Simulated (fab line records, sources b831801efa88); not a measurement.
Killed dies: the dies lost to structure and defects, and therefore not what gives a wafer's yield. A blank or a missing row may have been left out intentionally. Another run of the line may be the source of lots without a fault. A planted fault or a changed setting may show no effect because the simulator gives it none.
Struck lot and sound lot, side by side ; flow sky130 ; 17 steps out of a route of 708
Sound: wafers L433.4, L433.5, L433.6. Wafers L446.1, L446.3, L446.6 were the ones struck. The cause is named last.
For every step that has rows: the tool of each side, followed by ch and its chambers, followed by its first start. Under that, the readings that differ: sound wafers ; struck wafers ; difference of the means ; sigmas: that difference in standard deviations of wafers without a fault.
alike: readings whose means differ by less than 2 such deviations, and words and numbers that are the same on both sides. not compared: withheld readings, readings that some wafer has no value for, bounds like >300 that may hide the same value, and numbers for which the record gives no deviation and whose values overlap.
A row with sigmas, a row that says differs or no value, or rows on one side alone: a step with any of these is where the two part. Numbers that have no deviation but don't overlap get no sigmas and don't part them. A reading missing from all wafers of one side parts the sides only when that side holds two or more wafers.

SKY_VT_ADJUST_LVTN_OVL_MEAS_07:
  sound: overlay-01 at day 7 17:34; struck: overlay-02 at day 11 10:04
  alike: VT_ADJUST_LVTN_OVL
next, for these wafers, 1 step has no rows: SKY_VT_ADJUST_LVTN_IMPLANT_08.
SKY_VT_ADJUST_LVTN_STRIP_09: strips in O2/N2.
  sound on plasma-asher-02 ch 0,1, day 7 17:46; struck on plasma-asher-04 ch 0,1, day 11 10:15
  alike: chamber-pressure-mTorr, drypump-motor-current-A, oes-product-au, strip-time-to-endpoint-s
  not compared: rf-hours-counter-h
SKY_VT_ADJUST_LVTN_TW_MEAS_10:
  sound: film-metro-02 at day 7 17:51; struck: film-metro-03 at day 11 10:21
  alike: VT_ADJUST_LVTN_TW
then, 7 steps without rows for these wafers: SKY_VT_ADJUST_LVTN_DEHYDRATE_11 (time 60 s); SKY_VT_ADJUST_LVTN_HMDS_12 (prime time 60 s); SKY_VT_ADJUST_LVTN_COAT_13 (resist thk 1140 nm); SKY_VT_ADJUST_LVTN_SOFTBAKE_14 (time 60 s); SKY_VT_ADJUST_LVTN_EXPOSE_15 (exposes mask HVN STD DERIVED, target cd 600 nm); SKY_VT_ADJUST_LVTN_PEB_16; SKY_VT_ADJUST_LVTN_DEVELOP_17 (develop time 60 s).
SKY_VT_ADJUST_LVTN_OVL_MEAS_18:
  sound: overlay-02 at day 8 13:02; struck: overlay-02 at day 12 10:41
reading;sound;struck;difference;sigmas
VT_ADJUST_LVTN_01_OVL (nm);0.3 0.1 1.3;-3.5 -4.4 -4.5;-4.7;-3
SKY_VT_ADJUST_LVTN_IMPLANT_19:
  sound on implanter-02 ch 0, day 8 13:07; struck on implanter-03 ch 0, day 12 10:43
reading;sound;struck;difference;sigmas
dose-ions-cm2;6.51e+11 6.492e+11 6.494e+11;8.997e+11 8.984e+11 8.99e+11;+2.492e+11;+99 or more
faraday-current-uA;3.75 3.65 3.71;5.08 5.01 5.01;+1.33;+18
  alike: end-station-pressure-torr
SKY_VT_ADJUST_LVTN_STRIP_20: strips in O2/N2.
  sound on plasma-asher-04 ch 0,1, day 8 13:14; struck on plasma-asher-04 ch 0,1, day 12 10:52
  alike: chamber-pressure-mTorr, drypump-motor-current-A, oes-product-au, strip-time-to-endpoint-s
  not compared: rf-hours-counter-h
SKY_VT_ADJUST_LVTN_TW_MEAS_21:
  sound: film-metro-03 at day 8 13:20; struck: film-metro-03 at day 12 10:58
reading;sound;struck;difference;sigmas
VT_ADJUST_LVTN_2_TW;185.9 187.2 187.7;205.7 206.2 205.1;+18.7;+19
then, 1 step without rows for these wafers: SKY_VT_ADJUST_NCORE_DEHYDRATE_00 (time 60 s).
-- a jump in the record: the struck wafers' starts before and after are 37 days apart (it breaks off in module VT_ADJUST_NCORE and resumes in module PAD_OPEN, where the first step shown is number 708 of the route) --
SKY_PAD_OPEN_PROBE_99:
  sound: prober-01 at day 46 15:37; struck: prober-02 at day 49 21:09
reading;sound;struck;difference;sigmas
model.etest.res-pwell-under-gate.rs-ohm-sq;2294 2285 2290;2249 2243 2264;-38;
model.etest.nfet-g5v0d10v5.body-rise-v (V);0.6646 0.6545 0.6664;0.7154 0.7062 0.7058;+0.0473;
model.etest.nfet_16v.body-rise-v (V);0.6595 0.6496 0.6595;0.7084 0.7002 0.6995;+0.0465;
model.etest.nfet-g5v0d10v5.vt-sat-v (V);0.7496 0.7447 0.7607;0.7925 0.7859 0.7884;+0.0373;
model.etest.nfet-g5v0d10v5.vt-v (V);0.8106 0.801 0.8214;0.8469 0.84 0.8397;+0.0312;
model.etest.nfet_16v.vt-v (V);0.7628 0.7484 0.761;0.7934 0.7841 0.7874;+0.0309;
model.etest.nfet-g5v0d10v5.vt-long-v (V);0.8075 0.7951 0.8106;0.8364 0.8256 0.8295;+0.0261;
  alike: killed_at_M0_to_M3, killed_at_M4_up, killed-at-contacts, killed-at-front-end, killed-at-other, killed-dies, killed-open, killed-short

## WHERE THEY PART
First at SKY_VT_ADJUST_LVTN_OVL_MEAS_18; last, within this record, at SKY_VT_ADJUST_LVTN_TW_MEAS_21. Later steps at which nothing parts them and some readings are alike: SKY_PAD_OPEN_PROBE_99.

WHY: the cause the simulator had injected
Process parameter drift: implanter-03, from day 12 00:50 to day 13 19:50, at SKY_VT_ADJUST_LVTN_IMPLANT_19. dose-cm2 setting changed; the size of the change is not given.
